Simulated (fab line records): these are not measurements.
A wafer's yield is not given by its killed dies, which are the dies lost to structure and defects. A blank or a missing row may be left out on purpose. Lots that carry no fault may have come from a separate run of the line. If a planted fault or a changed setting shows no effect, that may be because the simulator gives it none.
The same fault as seen by 2 desks / flow sky130 / each desk has only its own numbers; what lay behind them comes last

AT THE METROLOGY DESK
What the gauges read for every lot (on any tool): the sampled wafers with a number, averaged. If a lot's mean is further than 4 standard deviations from the usual mean, the lot is out of limits and carries the mark OUT (the distance appears in the brackets).
Columns: A = SONOS_ONO_CVD_02_THK at SKY_SONOS_ONO_THK_MEAS_03, usual 10.49 nm
lot=L961; first seen here=day 11 21:40; A=10.47
lot=L962; first seen here=day 12 00:05; A=10.72
lot=L963; first seen here=day 12 15:30; A=10.38
lot=L964; first seen here=day 12 15:30; A=10.47
lot=L965; first seen here=day 13 05:23; A=10.59
lot=L966; first seen here=day 13 05:24; A=10.39
lot=L973; first seen here=day 15 11:07; A=10.35
lot=L975; first seen here=day 16 05:30; A=10.54
lot=L977; first seen here=day 17 06:44; A=10.44
lot=L979; first seen here=day 17 18:49; A=10.39
lot=L981; first seen here=day 18 03:02; A=10.53
lot=L983; first seen here=day 19 08:29; A=10.51
lot=L984; first seen here=day 19 19:05; A=10.58
Result from this desk: across the 13 lots, nothing is out of limits.

TOOL OWNER'S DESK, implanter-02
For each lot that ran on this tool, the mean over its sampled wafers that have a number, from the tool's own readings at SKY_VT_ADJUST_LVTN_IMPLANT_19. If a lot's mean is further than 4 standard deviations from the usual mean, the lot is out of limits and carries the mark OUT (the distance appears in the brackets).
Columns: A = beam_energy_keV at SKY_VT_ADJUST_LVTN_IMPLANT_19, usual 29.997
lot=L961; first seen here=day 7 23:06; A=29.993
lot=L962; first seen here=day 8 03:12; A=29.990
lot=L965; first seen here=day 8 22:34; A=29.993
lot=L966; first seen here=day 9 03:33; A=30.000
lot=L973; first seen here=day 11 02:49; A=30.679 (+68) OUT
lot=L975; first seen here=day 11 17:50; A=30.678 (+68) OUT
lot=L983; first seen here=day 14 09:28; A=30.010
lot=L984; first seen here=day 14 18:58; A=29.997
This desk's verdict: out of limits on L973, L975, starting with L973 at day 11 02:49 (beam_energy_keV at SKY_VT_ADJUST_LVTN_IMPLANT_19). In limits: L961, L962, L965, L966, L983, L984.

ALL TOGETHER
An alarm could have come from the tool owner's desk at day 11 02:49, on L973, L975.
The metrology desk saw nothing out of limits.
The metrology desk has L973, L975 on record, within its limits.
On implanter-02, each named lot ran SKY_VT_ADJUST_LVTN_IMPLANT_19.

WHAT THE SIMULATOR PUT IN
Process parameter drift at SKY_VT_ADJUST_LVTN_IMPLANT_19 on implanter-02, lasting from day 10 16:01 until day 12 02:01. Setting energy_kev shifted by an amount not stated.
Struck lots among those shown: L973, L975.
How many hours passed from the start of the fault until each desk's first out-of-limits reading: the tool owner's desk, 11.
